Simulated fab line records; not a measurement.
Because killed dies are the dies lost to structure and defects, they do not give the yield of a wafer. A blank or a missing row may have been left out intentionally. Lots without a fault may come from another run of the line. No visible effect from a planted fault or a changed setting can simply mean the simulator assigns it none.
Which tool did it? || flow gf180mcu || 39 wafers from 13 lots sampled at 6 of the route's 602 steps

## WHAT THE GAUGES READ, wafer by wafer
GF_STI_CD_MEAS_12 targets a cd of 220 nm. Usual: cd_nm 220.0 nm, standard deviation 1.1.
{"lot": "L880", "measured": "day 2 01:43", "on": "cd_sem-02", "cd_nm (nm)": "220.2 220.7 219.4", "flag": ""}
{"lot": "L881", "measured": "day 2 08:18", "on": "cd_sem-02", "cd_nm (nm)": "219.0 219.3 218.1", "flag": ""}
{"lot": "L882", "measured": "day 2 13:10", "on": "cd_sem-01", "cd_nm (nm)": "219.2 218.6 218.6", "flag": ""}
{"lot": "L883", "measured": "day 2 16:47", "on": "cd_sem-01", "cd_nm (nm)": "221.0 219.0 220.1", "flag": ""}
{"lot": "L884", "measured": "day 2 21:41", "on": "cd_sem-01", "cd_nm (nm)": "220.0 220.7 219.7", "flag": ""}
{"lot": "L885", "measured": "day 3 04:36", "on": "cd_sem-01", "cd_nm (nm)": "221.0 220.7 220.3", "flag": ""}
{"lot": "L887", "measured": "day 3 12:23", "on": "cd_sem-02", "cd_nm (nm)": "219.0 221.2 221.0", "flag": ""}
{"lot": "L891", "measured": "day 4 10:27", "on": "cd_sem-01", "cd_nm (nm)": "217.5 217.5 217.3", "flag": ""}
{"lot": "L892", "measured": "day 4 16:04", "on": "cd_sem-02", "cd_nm (nm)": "219.7 220.1 219.6", "flag": ""}
{"lot": "L893", "measured": "day 4 20:22", "on": "cd_sem-02", "cd_nm (nm)": "219.1 219.9 219.0", "flag": ""}
{"lot": "L894", "measured": "day 5 01:27", "on": "cd_sem-01", "cd_nm (nm)": "221.4 220.0 220.8", "flag": ""}
{"lot": "L899", "measured": "day 6 05:28", "on": "cd_sem-02", "cd_nm (nm)": "218.9 221.5 220.3", "flag": ""}
{"lot": "L901", "measured": "day 6 13:20", "on": "cd_sem-01", "cd_nm (nm)": "218.7 218.5 219.7", "flag": ""}

GF_STI_THK_MEAS_24. Usual: STI_CVD_23_THK typically reads 650 nm, with standard deviation 6.7.
{"lot": "L880", "measured": "day 2 03:49", "on": "film_metro-03", "STI_CVD_23_THK (nm)": "653 651 657", "flag": ""}
{"lot": "L881", "measured": "day 2 10:17", "on": "film_metro-03", "STI_CVD_23_THK (nm)": "656 654 656", "flag": ""}
{"lot": "L882", "measured": "day 2 15:10", "on": "film_metro-03", "STI_CVD_23_THK (nm)": "648 645 650", "flag": ""}
{"lot": "L883", "measured": "day 2 18:47", "on": "film_metro-01", "STI_CVD_23_THK (nm)": "645 645 646", "flag": ""}
{"lot": "L884", "measured": "day 2 23:39", "on": "film_metro-02", "STI_CVD_23_THK (nm)": "656 651 656", "flag": ""}
{"lot": "L885", "measured": "day 3 06:36", "on": "film_metro-03", "STI_CVD_23_THK (nm)": "648 637 638", "flag": ""}
{"lot": "L887", "measured": "day 3 14:38", "on": "film_metro-01", "STI_CVD_23_THK (nm)": "659 657 652", "flag": ""}
{"lot": "L891", "measured": "day 4 14:10", "on": "film_metro-01", "STI_CVD_23_THK (nm)": "384 658 371", "flag": "OFF"}
{"lot": "L892", "measured": "day 4 18:04", "on": "film_metro-03", "STI_CVD_23_THK (nm)": "379 642 646", "flag": "OFF"}
{"lot": "L893", "measured": "day 5 02:00", "on": "film_metro-03", "STI_CVD_23_THK (nm)": "378 647 375", "flag": "OFF"}
{"lot": "L894", "measured": "day 5 07:28", "on": "film_metro-01", "STI_CVD_23_THK (nm)": "650 645 646", "flag": ""}
{"lot": "L899", "measured": "day 6 07:38", "on": "film_metro-01", "STI_CVD_23_THK (nm)": "649 651 641", "flag": ""}
{"lot": "L901", "measured": "day 6 16:38", "on": "film_metro-03", "STI_CVD_23_THK (nm)": "648 644 643", "flag": ""}

GF_VT_IMPLANT_OVL_MEAS_18. Usual: VT_IMPLANT_01_OVL typically reads 1.7 nm, with standard deviation 1.4.
{"lot": "L880", "measured": "day 6 03:25", "on": "overlay-01", "VT_IMPLANT_01_OVL (nm)": "1.9 1.6 1.5", "flag": ""}
{"lot": "L881", "measured": "day 6 14:49", "on": "overlay-02", "VT_IMPLANT_01_OVL (nm)": "1.6 2.0 1.1", "flag": ""}
{"lot": "L882", "measured": "day 6 18:12", "on": "overlay-01", "VT_IMPLANT_01_OVL (nm)": "-0.2 0.7 1.7", "flag": ""}
{"lot": "L883", "measured": "day 6 22:36", "on": "overlay-01", "VT_IMPLANT_01_OVL (nm)": "1.9 2.9 1.2", "flag": ""}
{"lot": "L884", "measured": "day 7 03:04", "on": "overlay-02", "VT_IMPLANT_01_OVL (nm)": "-3.0 -0.3 1.1", "flag": ""}
{"lot": "L885", "measured": "day 7 13:09", "on": "overlay-01", "VT_IMPLANT_01_OVL (nm)": "2.4 3.3 3.6", "flag": ""}
{"lot": "L887", "measured": "day 7 23:30", "on": "overlay-01", "VT_IMPLANT_01_OVL (nm)": "0.5 0.0 0.5", "flag": ""}
{"lot": "L891", "measured": "day 9 03:46", "on": "overlay-02", "VT_IMPLANT_01_OVL (nm)": 1.5, "flag": ""}
{"lot": "L892", "measured": "day 9 08:13", "on": "overlay-02", "VT_IMPLANT_01_OVL (nm)": "3.1 1.5", "flag": ""}
{"lot": "L893", "measured": "day 9 22:28", "on": "overlay-01", "VT_IMPLANT_01_OVL (nm)": 2.8, "flag": ""}
{"lot": "L894", "measured": "day 10 03:08", "on": "overlay-01", "VT_IMPLANT_01_OVL (nm)": "0.9 1.5 1.0", "flag": ""}
{"lot": "L899", "measured": "day 11 08:26", "on": "overlay-02", "VT_IMPLANT_01_OVL (nm)": "1.0 1.3 0.6", "flag": ""}
{"lot": "L901", "measured": "day 11 22:09", "on": "overlay-01", "VT_IMPLANT_01_OVL (nm)": "2.7 3.9 2.9", "flag": ""}

GF_VT_IMPLANT_TW_MEAS_21. Usual: VT_IMPLANT_2_TW typically reads 1223, with standard deviation 7.3.
{"lot": "L880", "measured": "day 6 03:42", "on": "film_metro-04", "VT_IMPLANT_2_TW": "1221 1222 1225", "flag": ""}
{"lot": "L881", "measured": "day 6 15:06", "on": "film_metro-04", "VT_IMPLANT_2_TW": "1222 1225 1218", "flag": ""}
{"lot": "L882", "measured": "day 6 18:29", "on": "film_metro-02", "VT_IMPLANT_2_TW": "1225 1221 1222", "flag": ""}
{"lot": "L883", "measured": "day 6 22:53", "on": "film_metro-01", "VT_IMPLANT_2_TW": "1209 1218 1222", "flag": ""}
{"lot": "L884", "measured": "day 7 03:21", "on": "film_metro-02", "VT_IMPLANT_2_TW": "1226 1223 1224", "flag": ""}
{"lot": "L885", "measured": "day 7 13:26", "on": "film_metro-04", "VT_IMPLANT_2_TW": "1216 1218 1218", "flag": ""}
{"lot": "L887", "measured": "day 7 23:47", "on": "film_metro-02", "VT_IMPLANT_2_TW": "1221 1228 1219", "flag": ""}
{"lot": "L891", "measured": "day 9 04:04", "on": "film_metro-02", "VT_IMPLANT_2_TW": 1225, "flag": ""}
{"lot": "L892", "measured": "day 9 08:30", "on": "film_metro-04", "VT_IMPLANT_2_TW": "1225 1231", "flag": ""}
{"lot": "L893", "measured": "day 9 22:45", "on": "film_metro-02", "VT_IMPLANT_2_TW": 1234, "flag": ""}
{"lot": "L894", "measured": "day 10 03:26", "on": "film_metro-02", "VT_IMPLANT_2_TW": "1234 1238 1230", "flag": ""}
{"lot": "L899", "measured": "day 11 08:44", "on": "film_metro-04", "VT_IMPLANT_2_TW": "1211 1210 1220", "flag": ""}
{"lot": "L901", "measured": "day 11 22:27", "on": "film_metro-02", "VT_IMPLANT_2_TW": "1231 1226 1229", "flag": ""}

## EACH LOT AND THE TOOL THAT RAN IT (in order: tool; ch and the chambers of the sampled wafers; start)
{"lot": "L880", "GF_STI_CVD_23": "hdpcvd-02 ch 0,1,2, day 2 03:44", "GF_STI_CMP_25": "cmp-02 ch 0,3, day 2 03:53"}
{"lot": "L881", "GF_STI_CVD_23": "hdpcvd-02 ch 0,1, day 2 10:11", "GF_STI_CMP_25": "cmp-02 ch 1,3, day 2 10:21"}
{"lot": "L882", "GF_STI_CVD_23": "hdpcvd-01 ch 0,1,2, day 2 15:05", "GF_STI_CMP_25": "cmp-01 ch 1,2,3, day 2 15:14"}
{"lot": "L883", "GF_STI_CVD_23": "hdpcvd-02 ch 0,1,2, day 2 18:42", "GF_STI_CMP_25": "cmp-02 ch 0,1,3, day 2 18:50"}
{"lot": "L884", "GF_STI_CVD_23": "hdpcvd-01 ch 1,2, day 2 23:34", "GF_STI_CMP_25": "cmp-02 ch 0,1,3, day 2 23:48"}
{"lot": "L885", "GF_STI_CVD_23": "hdpcvd-02 ch 0,1,2, day 3 06:31", "GF_STI_CMP_25": "cmp-02 ch 0,1,2, day 3 06:53"}
{"lot": "L887", "GF_STI_CVD_23": "hdpcvd-02 ch 0,1, day 3 14:33", "GF_STI_CMP_25": "cmp-02 ch 0,1,2, day 3 14:41"}
{"lot": "L891", "GF_STI_CVD_23": "hdpcvd-02 ch 0,2, day 4 14:05", "GF_STI_CMP_25": "cmp-01 ch 0,2, day 4 14:16"}
{"lot": "L892", "GF_STI_CVD_23": "hdpcvd-02 ch 0,1,2, day 4 17:59", "GF_STI_CMP_25": "cmp-01 ch 0,1,3, day 4 18:09"}
{"lot": "L893", "GF_STI_CVD_23": "hdpcvd-02 ch 0,1,2, day 5 01:55", "GF_STI_CMP_25": "cmp-02 ch 2,3, day 5 02:04"}
{"lot": "L894", "GF_STI_CVD_23": "hdpcvd-01 ch 0,2, day 5 07:23", "GF_STI_CMP_25": "cmp-02 ch 1,2,3, day 5 07:31"}
{"lot": "L899", "GF_STI_CVD_23": "hdpcvd-01 ch 1,2, day 6 07:33", "GF_STI_CMP_25": "cmp-01 ch 1,2, day 6 07:41"}
{"lot": "L901", "GF_STI_CVD_23": "hdpcvd-01 ch 0,1,2, day 6 16:34", "GF_STI_CMP_25": "cmp-02 ch 0,1,3, day 6 16:49"}
- GF_STI_CVD_23: deposits SiO2, target thk 650 nm, time 108.3 s.
- GF_STI_CMP_25: polishes, stops on Si3N4, t overpolish 33 s, target thk 524.6 nm.

## WHAT THE TOOLS THEMSELVES READ (means of the sampled wafers that have a number; where no wafer has one, the mark that the record gives instead)
GF_STI_CMP_25. Usual: motor_current_A 11.8 A, standard deviation 1.1; time_to_endpoint_s 123 s, standard deviation 4.5.
{"lot": "L880", "tool": "cmp-02", "motor_current_A (A)": 11.5, "time_to_endpoint_s (s)": 125, "flag": ""}
{"lot": "L881", "tool": "cmp-02", "motor_current_A (A)": 11.8, "time_to_endpoint_s (s)": 123, "flag": ""}
{"lot": "L882", "tool": "cmp-01", "motor_current_A (A)": 12.0, "time_to_endpoint_s (s)": 120, "flag": ""}
{"lot": "L883", "tool": "cmp-02", "motor_current_A (A)": 12.4, "time_to_endpoint_s (s)": 123, "flag": ""}
{"lot": "L884", "tool": "cmp-02", "motor_current_A (A)": 12.3, "time_to_endpoint_s (s)": 124, "flag": ""}
{"lot": "L885", "tool": "cmp-02", "motor_current_A (A)": 12.3, "time_to_endpoint_s (s)": 121, "flag": ""}
{"lot": "L887", "tool": "cmp-02", "motor_current_A (A)": 11.5, "time_to_endpoint_s (s)": 121, "flag": ""}
{"lot": "L891", "tool": "cmp-01", "motor_current_A (A)": 11.6, "time_to_endpoint_s (s)": 92, "flag": "OFF"}
{"lot": "L892", "tool": "cmp-01", "motor_current_A (A)": 12.3, "time_to_endpoint_s (s)": 104, "flag": "OFF"}
{"lot": "L893", "tool": "cmp-02", "motor_current_A (A)": 10.5, "time_to_endpoint_s (s)": 82, "flag": "OFF"}
{"lot": "L894", "tool": "cmp-02", "motor_current_A (A)": 11.6, "time_to_endpoint_s (s)": 119, "flag": ""}
{"lot": "L899", "tool": "cmp-01", "motor_current_A (A)": 12.0, "time_to_endpoint_s (s)": 119, "flag": ""}
{"lot": "L901", "tool": "cmp-02", "motor_current_A (A)": 12.6, "time_to_endpoint_s (s)": 121, "flag": ""}

## THE ANSWER, worked out from the rows above alone
Rule: a lot is off if the mean of its wafers that have a number lies more than 3 standard deviations from the usual mean. Also off: a lot with no number at a reading for which 4 or more lots have one. Any other lot the step has rows for is counted as sound. After the gauges, taken in route order, come the tools' own readings; for these a lot's mean is taken, as printed above. At the first step where some lot is off, the reading lying furthest off is the one used; lots without a number count as furthest.
Off: L891, L892, L893, seen at GF_STI_THK_MEAS_24 (STI_CVD_23_THK).
If a tool, at a process step before that reading, ran all the lots that are off and no sound lot after the first of them, it fits. The gauges at GF_STI_THK_MEAS_24 aren't tried: what is off there is off at GF_STI_CMP_25 too, on other tools, and a gauge's error can't cause that. One fits: hdpcvd-02 at GF_STI_CVD_23. A fault onset in the window from L887 (day 3 14:33, its last sound lot) to L891 (day 4 14:05, its first lot off) fits.

## WHAT HAD BEEN PUT IN BY THE SIMULATOR
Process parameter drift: hdpcvd-02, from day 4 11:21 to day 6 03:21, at GF_STI_CVD_23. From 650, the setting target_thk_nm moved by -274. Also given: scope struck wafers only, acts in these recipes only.
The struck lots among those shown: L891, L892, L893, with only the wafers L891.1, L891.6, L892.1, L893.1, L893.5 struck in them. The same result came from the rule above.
